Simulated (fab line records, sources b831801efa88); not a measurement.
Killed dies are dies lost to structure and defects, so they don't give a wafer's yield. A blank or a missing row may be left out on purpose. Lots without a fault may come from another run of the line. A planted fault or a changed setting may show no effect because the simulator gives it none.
A struck lot beside a sound one | flow sfq_line | 21 steps out of a route of 325
Sound: wafers L765.1, L765.2, L765.3. Struck: wafers L767.2, L767.6. (L767.5 of the same lot was not struck and is left out.) The cause comes at the end.
At each step with rows: each side's tool, then ch and its chambers, then its first start. Under that, the readings that differ: sound wafers | struck wafers | difference of the means | sigmas: that difference in standard deviations of wafers without a fault.
alike: readings whose means differ by less than 2 such deviations, and words and numbers that are the same on both sides. not compared: withheld readings, readings that some wafer has no value for, bounds like >300 that may hide the same value, and numbers for which the record gives no deviation and whose values overlap.
The two part at a step that has a row with sigmas, a row that says differs or no value, or rows on one side only. Numbers that don't overlap but have no deviation are shown without sigmas and don't part them. A reading that every wafer of one side lacks parts them only if that side has two wafers or more.

first, 2 steps without rows for these wafers: SFQ_TRILAYER_M2_LITHO_PEB_060 (peb time 60 s); SFQ_TRILAYER_M2_LITHO_DEVELOP_059 (time 60 s).
SFQ_M2_OVL_MEAS_916:
  sound on overlay-02, day 35 22:39; struck on overlay-01, day 36 15:28
  alike: M2_OVL
then, 1 step without rows for these wafers: SFQ_TRILAYER_M2_BARC_OPEN_METAL_ETCH_077 (etches BARC in O2, target depth 125 nm, time 41.7 s).
SFQ_TRILAYER_M2_ETCH_METAL_ETCH_060: etches Nb in Cl2/Ar, stops on SiO2, target depth 240 nm, time 120 s.
  sound on rie_metal-03 ch 0,1, day 35 22:45; struck on rie_metal-01 ch 0,1, day 36 15:33
  alike: bias_w, drypump_motor_current_A, oes_product_au
  not compared: rf_hours_counter_h
then, 2 steps without rows for these wafers: SFQ_TRILAYER_M2_STRIP_STRIP_061 (strips in O2); SFQ_TRILAYER_M2_STRIP_SOLV_CLEAN_062 (cleans in NMP, time 600 s).
SFQ_TRILAYER_I2_DEP_PECVD_063: deposits SiO2 from SiH4/N2O, time 111.11 s, target thk 500 nm.
  sound on pecvd-02 ch 0,1,2, day 35 23:39; struck on pecvd-04 ch 1,2, day 36 16:27
  alike: heater_power_w, throttle_valve_pct
  not compared: since_wet_clean_h
SFQ_TRILAYER_I2_CMP_CMP_064: polishes SiO2.
  sound on cmp-02 ch 0,2,3, day 36 03:38; struck on cmp-02 ch 1,2, day 37 05:08
  alike: edge_zone_pressure_frac, head_pressure_psi, motor_current_A, slurry_filter_dp_kPa, time_to_endpoint_s
SFQ_I2_BOW_MEAS_917:
  sound on film_metro-01, day 36 06:38; struck on film_metro-01, day 37 06:40
  alike: I2_BOW
SFQ_TRILAYER_I2_METRO_MEASURE_065:
  sound on film_metro-01, day 36 06:46; struck on film_metro-01, day 37 06:58
  alike: thk_nm
then, 1 step without rows for these wafers: SFQ_TRILAYER_I2_VIA_LITHO_COAT_072 (resist thk 62 nm).
SFQ_TRILAYER_I2_VIA_LITHO_COAT_067: resist thk 650 nm.
  sound on litho_track-01 ch 0, day 36 08:16; struck on litho_track-01 ch 0, day 37 08:19
  reading                                                 | sound           | struck      | difference | sigmas
  model.KrF_of_TRILAYER_I2_VIA_LITHO_COAT_067.thk_nm (nm) | 648 649.9 648.6 | 678.1 679.6 | +30.0      |
  alike: dispense_pressure_kPa
then, 4 steps without rows for these wafers: SFQ_TRILAYER_I2_VIA_LITHO_SOFTBAKE_071; SFQ_TRILAYER_I2_VIA_LITHO_EXPOSE_068 (exposes mask I2, target cd 500 nm); SFQ_TRILAYER_I2_VIA_LITHO_PEB_070 (peb time 60 s); SFQ_TRILAYER_I2_VIA_LITHO_DEVELOP_069 (time 60 s).
-- the record jumps here: 6 days lie between the struck wafers' starts before and after --
SFQ_I2_OVL_MEAS_918:
  sound on overlay-02, day 42 05:00; struck on overlay-01, day 43 03:56
  alike: I2_OVL
then, 1 step without rows for these wafers: SFQ_TRILAYER_I2_VIA_BARC_OPEN_VIA_ETCH_096 (etches BARC in O2, target depth 125 nm, time 41.7 s).
SFQ_TRILAYER_I2_VIA_ETCH_VIA_ETCH_070: etches SiO2 in CHF3, stops on Nb, target depth 260 nm.
  sound on rie_diel-03 ch 1,2,3, day 42 05:05; struck on rie_diel-03 ch 0,2, day 43 04:00
  reading                                                 | sound           | struck    | difference | sigmas
  model.KrF_of_TRILAYER_I2_VIA_LITHO_COAT_067.thk_nm (nm) | 527.8 528 525.3 | 554 555.2 | +28        |
  alike: bias_w, drypump_motor_current_A, oes_product_au
SFQ_TRILAYER_I2_VIA_STRIP_STRIP_071: strips in O2.
  sound on rie_metal-04 ch 0,1, day 42 05:11; struck on rie_metal-02 ch 0,1, day 43 04:07
  alike: drypump_motor_current_A, oes_product_au
  not compared: rf_hours_counter_h

WHERE THEY PART
Nowhere in this record.

WHY: what the simulator had put in
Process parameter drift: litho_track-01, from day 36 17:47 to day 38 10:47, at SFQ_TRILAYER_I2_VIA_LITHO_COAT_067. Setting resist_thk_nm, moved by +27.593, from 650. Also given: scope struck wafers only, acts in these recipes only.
